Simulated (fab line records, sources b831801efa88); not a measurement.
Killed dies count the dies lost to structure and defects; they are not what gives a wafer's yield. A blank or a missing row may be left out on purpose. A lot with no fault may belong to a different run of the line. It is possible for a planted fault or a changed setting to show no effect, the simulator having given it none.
Chamber matching    flow sky130    rie_diel-04 running SKY_POLY_CUT_ETCH_11: 4 sister chambers
The step etches Si3N4 in CF4/CH2F2/Ar, stops on poly-Si, time 42.5 s, target depth 60 nm. 8 wafers are shown with their chamber, then 7 later ones without.

WAFERS PAIRED WITH THEIR CHAMBERS
wafer   chamber  oes_product_au (a.u.)  throttle_valve_pct (%)
L937.3  2        0.824                  15.000
L941.4  2        0.839                  14.982
L942.1  0        0.828                  15.002
L944.2  0        0.823                  14.996
L944.4  3        0.821                  15.005
L944.6  1        0.823                  14.972
L943.1  1        0.830                  14.997
L943.3  3        0.822                  14.992

WAFERS WITHOUT THEIR CHAMBER
wafer   oes_product_au (a.u.)  throttle_valve_pct (%)
L943.6  0.834                  15.003
L953.1  0.833                  14.999
L953.2  0.837                  15.008
L953.4  0.835                  14.988
L958.4  0.823                  14.993
L958.5  0.830                  14.994
L958.6  0.830                  15.006

CHAMBER TAKEN BY EACH
wafer   from the rows above                in truth
L943.6  can't be placed: 2 or 0 or 1 or 3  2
L953.1  can't be placed: 2 or 0 or 1 or 3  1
L953.2  can't be placed: 2 or 0 or 1 or 3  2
L953.4  can't be placed: 2 or 1 or 0 or 3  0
L958.4  can't be placed: 3 or 0 or 1 or 2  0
L958.5  can't be placed: 2 or 0 or 1 or 3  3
L958.6  can't be placed: 0 or 2 or 3 or 1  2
0 of 7 placed correctly. From these rows, 7 cannot be placed; in 7 the true chamber is one of the candidates. Placed wrongly: 0.
How it was worked out, from the rows above alone: a wafer's distance from a chamber is the root of the sum, over the readings, of the square of ((its reading less the chamber's mean) divided by the reading's scatter). If the next closest chamber is less than 2 further off than the closest, the wafer can't be placed; otherwise it belongs to the closest. The mean given for a chamber averages the wafers shown for that chamber. How the scatter is found: for the shown wafers, subtract from each reading the mean of its chamber, square and add these, divide the total by (wafers less chambers), then take the root.
